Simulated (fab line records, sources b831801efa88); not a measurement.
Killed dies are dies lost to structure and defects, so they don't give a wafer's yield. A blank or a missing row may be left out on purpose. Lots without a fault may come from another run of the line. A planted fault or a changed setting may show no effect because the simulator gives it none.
Which tool did it? | flow gf180mcu | 13 lots, 39 wafers sampled, at 6 steps of a route of 602

WHAT THE GAUGES READ, wafer by wafer
GF_STI_CD_MEAS_12: target cd 220 nm.
lot  | measured    | on        | cd_nm (nm)
L880 | day 2 01:43 | cd_sem-02 | 220.2 220.7 219.4
L881 | day 2 08:18 | cd_sem-02 | 219.0 219.3 218.1
L882 | day 2 13:10 | cd_sem-01 | 219.2 218.6 218.6
L883 | day 2 16:47 | cd_sem-01 | 221.0 219.0 220.1
L884 | day 2 21:41 | cd_sem-01 | 220.0 220.7 219.7
L885 | day 3 04:36 | cd_sem-01 | 221.0 220.7 220.3
L887 | day 3 12:23 | cd_sem-02 | 219.0 221.2 221.0
L891 | day 4 10:27 | cd_sem-01 | 217.5 217.5 217.3
L892 | day 4 16:04 | cd_sem-02 | 219.7 220.1 219.6
L893 | day 4 20:22 | cd_sem-02 | 219.1 219.9 219.0
L894 | day 5 01:27 | cd_sem-01 | 221.4 220.0 220.8
L899 | day 6 05:28 | cd_sem-02 | 218.9 221.5 220.3
L901 | day 6 13:20 | cd_sem-01 | 218.7 218.5 219.7

GF_STI_THK_MEAS_24.
lot  | measured    | on            | STI_CVD_23_THK (nm)
L880 | day 2 03:49 | film_metro-03 | 653 651 657
L881 | day 2 10:17 | film_metro-03 | 656 654 656
L882 | day 2 15:10 | film_metro-03 | 648 645 650
L883 | day 2 18:47 | film_metro-01 | 645 645 646
L884 | day 2 23:39 | film_metro-02 | 656 651 656
L885 | day 3 06:36 | film_metro-03 | 648 637 638
L887 | day 3 14:38 | film_metro-01 | 659 657 652
L891 | day 4 14:10 | film_metro-01 | 384 658 371
L892 | day 4 18:04 | film_metro-03 | 379 642 646
L893 | day 5 02:00 | film_metro-03 | 378 647 375
L894 | day 5 07:28 | film_metro-01 | 650 645 646
L899 | day 6 07:38 | film_metro-01 | 649 651 641
L901 | day 6 16:38 | film_metro-03 | 648 644 643

GF_VT_IMPLANT_OVL_MEAS_18.
lot  | measured     | on         | VT_IMPLANT_01_OVL (nm)
L880 | day 6 03:25  | overlay-01 | 1.9 1.6 1.5
L881 | day 6 14:49  | overlay-02 | 1.6 2.0 1.1
L882 | day 6 18:12  | overlay-01 | -0.2 0.7 1.7
L883 | day 6 22:36  | overlay-01 | 1.9 2.9 1.2
L884 | day 7 03:04  | overlay-02 | -3.0 -0.3 1.1
L885 | day 7 13:09  | overlay-01 | 2.4 3.3 3.6
L887 | day 7 23:30  | overlay-01 | 0.5 0.0 0.5
L891 | day 9 03:46  | overlay-02 | 1.5
L892 | day 9 08:13  | overlay-02 | 3.1 1.5
L893 | day 9 22:28  | overlay-01 | 2.8
L894 | day 10 03:08 | overlay-01 | 0.9 1.5 1.0
L899 | day 11 08:26 | overlay-02 | 1.0 1.3 0.6
L901 | day 11 22:09 | overlay-01 | 2.7 3.9 2.9

GF_VT_IMPLANT_TW_MEAS_21.
lot  | measured     | on            | VT_IMPLANT_2_TW
L880 | day 6 03:42  | film_metro-04 | 1221 1222 1225
L881 | day 6 15:06  | film_metro-04 | 1222 1225 1218
L882 | day 6 18:29  | film_metro-02 | 1225 1221 1222
L883 | day 6 22:53  | film_metro-01 | 1209 1218 1222
L884 | day 7 03:21  | film_metro-02 | 1226 1223 1224
L885 | day 7 13:26  | film_metro-04 | 1216 1218 1218
L887 | day 7 23:47  | film_metro-02 | 1221 1228 1219
L891 | day 9 04:04  | film_metro-02 | 1225
L892 | day 9 08:30  | film_metro-04 | 1225 1231
L893 | day 9 22:45  | film_metro-02 | 1234
L894 | day 10 03:26 | film_metro-02 | 1234 1238 1230
L899 | day 11 08:44 | film_metro-04 | 1211 1210 1220
L901 | day 11 22:27 | film_metro-02 | 1231 1226 1229

WHICH TOOL RAN EACH LOT (tool, then ch and the chambers of the sampled wafers, then the start)
lot  | GF_STI_CVD_23                   | GF_STI_CMP_25
L880 | hdpcvd-02 ch 0,1,2, day 2 03:44 | cmp-02 ch 0,3, day 2 03:53
L881 | hdpcvd-02 ch 0,1, day 2 10:11   | cmp-02 ch 1,3, day 2 10:21
L882 | hdpcvd-01 ch 0,1,2, day 2 15:05 | cmp-01 ch 1,2,3, day 2 15:14
L883 | hdpcvd-02 ch 0,1,2, day 2 18:42 | cmp-02 ch 0,1,3, day 2 18:50
L884 | hdpcvd-01 ch 1,2, day 2 23:34   | cmp-02 ch 0,1,3, day 2 23:48
L885 | hdpcvd-02 ch 0,1,2, day 3 06:31 | cmp-02 ch 0,1,2, day 3 06:53
L887 | hdpcvd-02 ch 0,1, day 3 14:33   | cmp-02 ch 0,1,2, day 3 14:41
L891 | hdpcvd-02 ch 0,2, day 4 14:05   | cmp-01 ch 0,2, day 4 14:16
L892 | hdpcvd-02 ch 0,1,2, day 4 17:59 | cmp-01 ch 0,1,3, day 4 18:09
L893 | hdpcvd-02 ch 0,1,2, day 5 01:55 | cmp-02 ch 2,3, day 5 02:04
L894 | hdpcvd-01 ch 0,2, day 5 07:23   | cmp-02 ch 1,2,3, day 5 07:31
L899 | hdpcvd-01 ch 1,2, day 6 07:33   | cmp-01 ch 1,2, day 6 07:41
L901 | hdpcvd-01 ch 0,1,2, day 6 16:34 | cmp-02 ch 0,1,3, day 6 16:49
- GF_STI_CVD_23: deposits SiO2, target thk 650 nm, time 108.3 s.
- GF_STI_CMP_25: polishes, stops on Si3N4, t overpolish 33 s, target thk 524.6 nm.

WHAT THE TOOLS THEMSELVES READ (means of the sampled wafers that have a number; where no wafer has one, the mark that the record gives instead)
GF_STI_CMP_25.
lot  | tool   | motor_current_A (A) | time_to_endpoint_s (s)
L880 | cmp-02 | 11.5                | 125
L881 | cmp-02 | 11.8                | 123
L882 | cmp-01 | 12.0                | 120
L883 | cmp-02 | 12.4                | 123
L884 | cmp-02 | 12.3                | 124
L885 | cmp-02 | 12.3                | 121
L887 | cmp-02 | 11.5                | 121
L891 | cmp-01 | 11.6                | 92
L892 | cmp-01 | 12.3                | 104
L893 | cmp-02 | 10.5                | 82
L894 | cmp-02 | 11.6                | 119
L899 | cmp-01 | 12.0                | 119
L901 | cmp-02 | 12.6                | 121

THE ANSWER, worked out from the rows above alone
Rule: what is usual is taken from the lots themselves. Put in order of their means at a reading, lots are off if they are a third of the lots or fewer, leave a main group of 4 or more, and stand apart from it by a gap of 3 or more times the standard deviation of the main group's means; of several such gaps the widest counts. A main group whose means are all the same, to the digits that the tables above print for the reading, isn't used. A lot without any number at a reading at which 4 lots or more have one is off too. The other lots that the step has rows for count as sound. The gauges are gone through in route order, then the tools' own readings, and for those a lot's mean is taken as printed above. The first step at which some lot is off is used, and at that step the reading that is off furthest; a lot without a number counts as furthest.
Off: L891, L892, L893, at GF_STI_THK_MEAS_24 (STI_CVD_23_THK). The main group: mean 649 nm, standard deviation 4.9.
A tool fits if, at a process step before that reading, it ran every lot that is off, and no sound lot after the first of them. The gauges at GF_STI_THK_MEAS_24 aren't tried: what is off there is off at GF_STI_CMP_25 too, on other tools, and a gauge's error can't cause that. One fits: hdpcvd-02 at GF_STI_CVD_23. Its last sound lot is L887 (day 3 14:33), its first lot that is off L891 (day 4 14:05): a fault that began between those two fits.

WHAT THE SIMULATOR HAD PUT IN
Process parameter drift: hdpcvd-02, from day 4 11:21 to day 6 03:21, at GF_STI_CVD_23. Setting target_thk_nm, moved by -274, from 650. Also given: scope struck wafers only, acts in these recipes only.
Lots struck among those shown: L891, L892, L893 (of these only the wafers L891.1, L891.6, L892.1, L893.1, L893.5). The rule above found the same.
